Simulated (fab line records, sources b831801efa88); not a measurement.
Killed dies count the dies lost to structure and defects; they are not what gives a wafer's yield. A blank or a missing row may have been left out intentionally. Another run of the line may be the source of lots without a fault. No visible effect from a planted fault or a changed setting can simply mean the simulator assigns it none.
Chamber matching	flow sky130	4 sister chambers for SKY_POLY_GATE_ETCH_17 on rieSi-02
The step etches poly-Si in HBr/Cl2, stops on SiO2, target depth 180 nm, time 70.5 s. 4 wafers are shown with their chamber, then 11 later ones without.

== EACH WAFER AND ITS CHAMBER ==
wafer	chamber	drypumpMotorCurrentA (A)
L084.1	0	5.62
L087.1	2	5.87
L089.2	1	5.39
L092.1	3	5.60

== WAFERS WHOSE CHAMBER IS MISSING ==
wafer	drypumpMotorCurrentA (A)
L092.2	5.39
L092.4	5.88
L093.3	5.40
L093.5	5.42
L093.6	5.63
L095.1	5.63
L095.2	5.88
L095.3	5.41
L097.2	5.42
L097.4	5.89
L097.6	5.43

== EACH ONE'S CHAMBER ==
wafer	from the rows above	in truth
L092.2	1	1
L092.4	2	2
L093.3	1	1
L093.5	1	1
L093.6	can't be placed: 0 or 3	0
L095.1	can't be placed: 0 or 3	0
L095.2	2	2
L095.3	1	1
L097.2	1	1
L097.4	2	2
L097.6	1	1
9 of 11 placed correctly. Can't be placed from these rows: 2 (the true chamber is among the candidates in 2). Placed wrongly: 0.
How it was worked out, from the rows above alone: a wafer's distance from a chamber is the root of the sum, over the readings, of the square of ((its reading less the chamber's mean) divided by the reading's scatter). The wafer belongs to the nearest chamber; if the next one is less than 2 further off, it can't be placed. A chamber's mean is the mean of its shown wafers. The scatter: with one shown wafer a chamber, the root of the mean of the squares of how far each hidden wafer lies from its nearest shown one.
